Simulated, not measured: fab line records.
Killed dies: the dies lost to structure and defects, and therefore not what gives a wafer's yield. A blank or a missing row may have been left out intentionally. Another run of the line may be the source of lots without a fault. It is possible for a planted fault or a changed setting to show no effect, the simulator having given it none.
Chamber matching :: flow sky130 :: SKY_POLY_GATE_ETCH_15 on rie-diel-02 has 4 sister chambers
The step etches BARC in N2/H2, stops on SiO2, time 118.5 s, target depth 110 nm. 14 wafers are shown with their chamber, then 7 later ones without.

== WAFERS WITH THEIR CHAMBER ==
wafer: L488.2
chamber: 1
drypump-motor-current-A (A): 5.7
throttle-valve-pct (%): 13.211
oes-product-au (a.u.): 0.718

wafer: L488.4
chamber: 3
drypump-motor-current-A (A): 5.9
throttle-valve-pct (%): 13.210
oes-product-au (a.u.): 0.727

wafer: L488.5
chamber: 0
drypump-motor-current-A (A): 5.1
throttle-valve-pct (%): 13.201
oes-product-au (a.u.): 0.717

wafer: L491.3
chamber: 1
drypump-motor-current-A (A): 5.7
throttle-valve-pct (%): 13.208
oes-product-au (a.u.): 0.718

wafer: L491.4
chamber: 3
drypump-motor-current-A (A): 5.8
throttle-valve-pct (%): 13.212
oes-product-au (a.u.): 0.721

wafer: L491.5
chamber: 3
drypump-motor-current-A (A): 5.9
throttle-valve-pct (%): 13.210
oes-product-au (a.u.): 0.715

wafer: L497.1
chamber: 1
drypump-motor-current-A (A): 5.7
throttle-valve-pct (%): 13.219
oes-product-au (a.u.): 0.712

wafer: L497.2
chamber: 3
drypump-motor-current-A (A): 5.9
throttle-valve-pct (%): 13.224
oes-product-au (a.u.): 0.721

wafer: L497.5
chamber: 2
drypump-motor-current-A (A): 5.7
throttle-valve-pct (%): 13.214
oes-product-au (a.u.): 0.714

wafer: L498.2
chamber: 2
drypump-motor-current-A (A): 5.7
throttle-valve-pct (%): 13.204
oes-product-au (a.u.): 0.717

wafer: L498.3
chamber: 3
drypump-motor-current-A (A): 5.8
throttle-valve-pct (%): 13.222
oes-product-au (a.u.): 0.706

wafer: L498.5
chamber: 2
drypump-motor-current-A (A): 5.7
throttle-valve-pct (%): 13.207
oes-product-au (a.u.): 0.709

wafer: L501.2
chamber: 1
drypump-motor-current-A (A): 5.7
throttle-valve-pct (%): 13.216
oes-product-au (a.u.): 0.716

wafer: L501.3
chamber: 0
drypump-motor-current-A (A): 5.1
throttle-valve-pct (%): 13.206
oes-product-au (a.u.): 0.722

SIGNATURES, as means of the wafers listed above
reading: drypump-motor-current-A
chamber 0: 5.100
chamber 1: 5.700
chamber 2: 5.700
chamber 3: 5.860
scatter within a chamber: 0.0346

reading: throttle-valve-pct
chamber 0: 13.20350
chamber 1: 13.21350
chamber 2: 13.20833
chamber 3: 13.21560
scatter within a chamber: 0.0057

reading: oes-product-au
chamber 0: 0.71950
chamber 1: 0.71600
chamber 2: 0.71333
chamber 3: 0.71800
scatter within a chamber: 0.00567
Rule: for each reading, subtract the chamber's mean from the wafer's reading, divide by that reading's scatter and square the result; add these up over the readings and take the root, which gives the wafer's distance from the chamber. The wafer belongs to the nearest chamber; if the next one is less than 2 further off, it can't be placed. The scatter: the root of (the sum of the squares of (reading less its chamber's mean) over the shown wafers, divided by (wafers less chambers)).

== WAFERS MISSING THEIR CHAMBER ==
wafer: L501.6
drypump-motor-current-A (A): 5.7
throttle-valve-pct (%): 13.201
oes-product-au (a.u.): 0.717

wafer: L503.2
drypump-motor-current-A (A): 5.7
throttle-valve-pct (%): 13.224
oes-product-au (a.u.): 0.718

wafer: L503.4
drypump-motor-current-A (A): 5.1
throttle-valve-pct (%): 13.218
oes-product-au (a.u.): 0.719

wafer: L503.6
drypump-motor-current-A (A): 5.6
throttle-valve-pct (%): 13.217
oes-product-au (a.u.): 0.718

wafer: L506.2
drypump-motor-current-A (A): 5.7
throttle-valve-pct (%): 13.218
oes-product-au (a.u.): 0.720

wafer: L506.5
drypump-motor-current-A (A): 5.7
throttle-valve-pct (%): 13.201
oes-product-au (a.u.): 0.723

wafer: L506.6
drypump-motor-current-A (A): 5.7
throttle-valve-pct (%): 13.205
oes-product-au (a.u.): 0.712

== EACH ONE'S CHAMBER ==
wafer: L501.6
from the rows above: can't be placed: 2 or 1
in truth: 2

wafer: L503.2
from the rows above: can't be placed: 1 or 2
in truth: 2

wafer: L503.4
from the rows above: 0
in truth: 0

wafer: L503.6
from the rows above: can't be placed: 1 or 2
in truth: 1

wafer: L506.2
from the rows above: can't be placed: 1 or 2
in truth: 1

wafer: L506.5
from the rows above: can't be placed: 2 or 1
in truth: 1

wafer: L506.6
from the rows above: can't be placed: 2 or 1
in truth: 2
Placed correctly: 1 of 7. From these rows, 6 cannot be placed; in 6 the true chamber is one of the candidates. Number placed wrongly: 0.
